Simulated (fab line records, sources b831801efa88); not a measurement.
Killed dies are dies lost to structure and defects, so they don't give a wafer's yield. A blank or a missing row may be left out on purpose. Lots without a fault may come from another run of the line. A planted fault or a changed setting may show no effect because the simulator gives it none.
Problem report in the 8D (eight disciplines) form, filled by code | flow gf180mcu | the parts of the form that need people (team, actions taken, sign-off) are left out

1. THE PROBLEM
CONTACT_CVD_02_THK at GF_CONTACT_THK_MEAS_03 reads a mean of 1209 nm on 3 wafers of 2 lots; wafers without a fault read 863 nm with a standard deviation of 11. That is +31 standard deviations from the usual mean.
First seen on wafer L356.2, day 23 04:21, on film_metro-03. The record holds 34 wafers of 12 lots with a number at this step. Rule for "out", or "out of limits": more than 4 standard deviations from the usual mean. The other wafers with a number count as sound.

2. WHAT IT IS AND WHAT IT IS NOT
question                    | is                     | is not
which readings at this step | CONTACT_CVD_02_THK     | -
which lots                  | L356, L357             | L334, L335, L336, L337, L338, L339, L341, L342, L347, L351
which wafers of those lots  | L356.2, L356.5, L357.5 | L357.3
read on which gauges        | film_metro-03          | film_metro-01, film_metro-04
when                        | from day 23 04:21      | up to then (30 sound wafers); but 1 sound wafer of L357 came after

3. SUSPECTS, AND WHAT RULES EACH OUT
Counting: a tool at a process step up to the reading stays a suspect if it ran every lot that is out. Sound lots after the first of them don't rule it out here, since some wafers of a struck lot are sound.
- the gauge at GF_CONTACT_THK_MEAS_03: ruled out. All the wafers that are out were read on film_metro-03, but those of them that GF_CONTACT_CMP_04 has rows for are out there too, on other tools.
- pecvd-01 at GF_CONTACT_CVD_02 (deposits SiO2 from TEOS, target thk 860 nm, time 95.992 s): kept. It ran every lot that is out, first L356 (day 23 04:16); its last sound lot up to then is L351 (day 21 07:44).
Left after counting: pecvd-01 at GF_CONTACT_CVD_02.

4. THE CAUSE (what the simulator had put in)
Process parameter drift: pecvd-01, from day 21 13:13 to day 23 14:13, at GF_CONTACT_CVD_02. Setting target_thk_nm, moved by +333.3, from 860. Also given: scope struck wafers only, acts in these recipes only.
Counting left only this tool.

5. THE CHAIN OF EFFECTS, in route order
Each row: a reading whose mean over the struck wafers that have a number lies more than 3 standard deviations from the usual. Only readings for which the record gives a usual standard deviation are gone through. hours: the time from each lot's start at the first step in this table that gives one to its start at this step, as a median over the lots. sigmas: the change in usual standard deviations.
hours | step                   | reading            | usual  | on struck wafers | change | sigmas
0     | GF_CONTACT_THK_MEAS_03 | CONTACT_CVD_02_THK | 863 nm | 1209             | +346   | +31
4     | GF_CONTACT_CMP_04      | time_to_endpoint_s | 111 s  | 235              | +124   | +21
The process steps in it:
- GF_CONTACT_CMP_04: polishes SiO2.

6. WHAT WOULD HAVE CAUGHT IT SOONER
In this record the first reading out of limits at a measuring or inspecting step was taken at day 23 04:21, 39 hours after the fault began at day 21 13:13.
Of the tool readings at GF_CONTACT_CVD_02 for which the record gives a usual standard deviation, none was out on any struck wafer, so an alarm limit of 4 standard deviations on them would not have fired.
Of the lots that are out (2), L357 began GF_CONTACT_CVD_02 on pecvd-01 after day 23 04:21. A hold on the tool at that time would have spared it.
